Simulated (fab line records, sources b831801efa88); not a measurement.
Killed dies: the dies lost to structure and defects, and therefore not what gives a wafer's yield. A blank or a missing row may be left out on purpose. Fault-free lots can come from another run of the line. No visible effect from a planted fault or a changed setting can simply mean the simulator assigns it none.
Problem report, 8D (eight disciplines) form, completed by code + flow gf180mcu + the parts of the form that need people (team, actions taken, sign-off) are left out

1. THE ISSUE
At GF_STI_ETCH_13, oes product au averages 0.673 a.u. over 6 wafers from 2 lots, while fault-free wafers read 0.832 a.u., standard deviation 0.0057. Relative to the usual mean, that is a shift of -28 standard deviations.
The step: etches the open film in CHF3/O2, stops on Si, target depth 282.31 nm, time 112.9 s.
Earliest sighting: wafer L523.3 on rie diel-02 at day 3 15:31. The record holds 36 wafers of 12 lots with a number at this step. By rule, "out" or "out of limits" means more than 4 standard deviations away from the usual mean. Any other wafer with a number is counted as sound.

2. WHAT IT IS; WHAT IT IS NOT
| question                    | is                                 | is not                                                                                                  |
|-----------------------------|------------------------------------|---------------------------------------------------------------------------------------------------------|
| which readings at this step | oes product au, throttle valve pct | drypump motor current A                                                                                 |
| which lots                  | L523, L524                         | L517, L518, L519, L532, L533, L535, L536, L537, L538, L539                                              |
| which wafers of those lots  | all that have a number             | -                                                                                                       |
| read on which tools         | rie diel-02                        | rie diel-01, rie diel-03                                                                                |
| when                        | from day 3 15:31                   | up to then (9 sound wafers); but 21 sound wafers of L532, L533, L535, L536, L537, L538, L539 came after |

3. SUSPECTS, AND WHAT RULES EACH OUT
Counting: a tool at a process step up to the reading stays a suspect if it ran every lot that is out and no sound lot after the first of them.
- rie diel-02 at GF_STI_ETCH_13 (etches the open film in CHF3/O2, stops on Si, target depth 282.31 nm, time 112.9 s): ruled out as a lasting fault. The sound lots L538 went through it after L523, its earliest lot that is out (day 3 15:31).
Left after counting: nothing in the record.

4. THE CAUSE (what the simulator had put in)
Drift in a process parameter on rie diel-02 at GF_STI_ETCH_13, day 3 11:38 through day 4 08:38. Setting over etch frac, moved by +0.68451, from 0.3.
Counting ruled it out, wrongly.

5. THE CHAIN OF EFFECTS, in route order
One row per reading whose mean, taken over the struck wafers that have a number, lies over 3 standard deviations from the usual. Only readings whose record carries a usual standard deviation are examined. hours: median over the lots of the time between each lot's start at the first step of this table that gives one and its start at this step. sigmas: the change, counted in usual standard deviations.
| hours | step            | reading                  | usual      | on struck wafers | change | sigmas |
|-------|-----------------|--------------------------|------------|------------------|--------|--------|
| 0     | GF_STI_ETCH_13  | oes product au           | 0.832 a.u. | 0.673            | -0.159 | -28    |
| 0     | GF_STI_ETCH_13  | throttle valve pct       | 8.809 %    | 8.763            | -0.046 | -5.5   |
| 0     | GF_STI_STRIP_15 | oes product au           | 0.385 a.u. | 0.323            | -0.062 | -12    |
| 0     | GF_STI_STRIP_15 | strip time to endpoint s | 3.74 s     | 2.34             | -1.40  | -34    |
Process steps it contains:
- GF_STI_ETCH_13: etches the open film in CHF3/O2, stops on Si, target depth 282.31 nm, time 112.9 s.
- GF_STI_STRIP_15: strips in O2/N2.
Later steps that measure or inspect, where all struck wafers having a row at the step show a number for every such reading and not one has moved that far: GF_CONTACT_THK_MEAS_03.

6. HOW IT WOULD HAVE BEEN CAUGHT EARLIER
4 hours passed between the start of the fault at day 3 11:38 and the first reading out of limits in this record, taken at day 3 15:31.
